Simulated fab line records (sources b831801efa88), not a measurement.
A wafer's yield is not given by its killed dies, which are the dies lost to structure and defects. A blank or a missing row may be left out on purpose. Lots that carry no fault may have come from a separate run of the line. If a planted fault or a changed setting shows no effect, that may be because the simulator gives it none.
2 desks looking at one fault -- flow gf180mcu -- only its own numbers are on each desk; what lay behind them is given at the end

AT THE TOOL OWNER'S DESK: implanter-02
The tool's own readings at GF_HV_LDD_IMPLANT_21: means of the sampled wafers that have a number, for each lot that ran on this tool. A lot is out of limits, marked OUT, if its mean lies more than 4 standard deviations from the usual mean; the brackets give that distance.
Columns: A = dose_ions_cm2 at GF_HV_LDD_IMPLANT_21, usual 5e+13; B = faraday_current_uA at GF_HV_LDD_IMPLANT_21, usual 282
lot,first seen here,A,B
L736,day 10 23:54,5e+13,277
L741,day 12 22:01,5e+13,283
L746,day 14 10:07,5e+13 (-49) OUT,260 (-4.4) OUT
L748,day 15 07:05,5e+13 (-48) OUT,271
L758,day 17 17:19,5e+13,287
This desk's verdict: out of limits on L746, L748, starting with L746 at day 14 10:07 (dose_ions_cm2 at GF_HV_LDD_IMPLANT_21). L736, L741, L758: within limits.

AT THE METROLOGY DESK
What the gauges read, lot by lot, whatever tool the lot ran on: means of the sampled wafers that have a number. A lot is out of limits, marked OUT, if its mean lies more than 4 standard deviations from the usual mean; the brackets give that distance.
Columns: A = VT_IMPLANT_03_OVL at GF_VT_IMPLANT_OVL_MEAS_40, usual 0.1 nm; B = cd_nm at GF_POLY_GATE_CD_MEAS_18, usual 279.8 nm; C = HV_LDD_2_TW at GF_HV_LDD_TW_MEAS_23, usual 1055
lot,first seen here,A,B,C
L736,day 7 17:57,-0.2,280.3,1057
L737,day 7 21:10,-1.2,277.5,1050
L740,day 9 01:16,-0.7,281.2,1051
L739,day 9 02:20,1.0,281.3,1062
L741,day 9 07:44,2.3,282.7,1058
L744,day 10 03:37,0.6,277.8,1049
L746,day 10 13:37,-0.5,279.3,1036
L748,day 11 02:43,-0.4,280.4,1039
L749,day 11 07:00,0.8,278.8,1057
L750,day 11 15:27,-1.5,280.9,1056
L754,day 12 17:39,-1.0,279.4,1050
L757,day 13 12:43,1.7,279.3,1058
L758,day 13 17:09,1.3,277.8,1045
This desk found nothing out of limits on any of the 13 lots.

BROUGHT TOGETHER
On L746, L748, at day 14 10:07, an alarm was possible from the tool owner's desk.
Metrology desk: nothing out of limits seen.
The metrology desk has L746, L748 on record, within its limits.
The lots listed all ran GF_HV_LDD_IMPLANT_21 on implanter-02.

WHAT THE SIMULATOR HAD INSERTED
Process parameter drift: implanter-02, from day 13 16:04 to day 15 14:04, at GF_HV_LDD_IMPLANT_21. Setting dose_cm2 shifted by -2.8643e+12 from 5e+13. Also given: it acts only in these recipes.
Shown lots that were struck: L746, L748.
Delay in hours, fault start to first out-of-limits reading, by desk: the tool owner's desk at 18.
